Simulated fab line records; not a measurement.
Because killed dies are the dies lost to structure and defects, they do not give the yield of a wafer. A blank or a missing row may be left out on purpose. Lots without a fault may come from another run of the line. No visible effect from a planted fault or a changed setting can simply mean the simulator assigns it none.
Matching of chambers + flow gf180mcu + cmp-02 running GF_V3_CMP_04: 4 sister chambers
The step polishes SiO2. 8 wafers are shown with their chamber, then 8 later ones without.

== WAFERS PAIRED WITH THEIR CHAMBERS ==
| wafer  | chamber | motor current A (A) | time to endpoint s (s) |
|--------|---------|---------------------|------------------------|
| L524.5 | 1       | 11.3                | 82                     |
| L525.2 | 3       | 12.3                | 74                     |
| L525.4 | 2       | 13.2                | 72                     |
| L525.5 | 0       | 12.4                | 84                     |
| L526.1 | 0       | 13.1                | 83                     |
| L526.3 | 2       | 13.0                | 78                     |
| L526.4 | 1       | 11.8                | 83                     |
| L527.2 | 3       | 12.0                | 74                     |

== WAFERS WHOSE CHAMBER IS MISSING ==
| wafer  | motor current A (A) | time to endpoint s (s) |
|--------|---------------------|------------------------|
| L527.5 | 12.5                | 77                     |
| L527.6 | 11.8                | 74                     |
| L536.3 | 11.6                | 68                     |
| L536.4 | 13.3                | 80                     |
| L536.6 | 13.0                | 71                     |
| L539.2 | 13.3                | 77                     |
| L539.4 | 11.4                | 80                     |
| L539.6 | 13.2                | 81                     |

== CHAMBER TAKEN BY EACH ==
| wafer  | from the rows above          | in truth                   |
|--------|------------------------------|----------------------------|
| L527.5 | can't be placed: 3 or 2 or 0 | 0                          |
| L527.6 | 3                            | 3                          |
| L536.3 | 3                            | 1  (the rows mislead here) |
| L536.4 | can't be placed: 0 or 2      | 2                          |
| L536.6 | can't be placed: 2 or 3      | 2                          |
| L539.2 | 2                            | 2                          |
| L539.4 | 1                            | 1                          |
| L539.6 | can't be placed: 0 or 2      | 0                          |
3 of 8 placed correctly. Can't be placed from these rows: 4 (the true chamber is among the candidates in 4). Number placed wrongly: 1.
How it was worked out, from the rows above alone: a wafer's distance from a chamber is the root of the sum, over the readings, of the square of ((its reading less the chamber's mean) divided by the reading's scatter). If the next closest chamber is less than 2 further off than the closest, the wafer can't be placed; otherwise it belongs to the closest. Each chamber's mean is taken over the wafers shown for it. The scatter: the root of (the sum of the squares of (reading less its chamber's mean) over the shown wafers, divided by (wafers less chambers)).
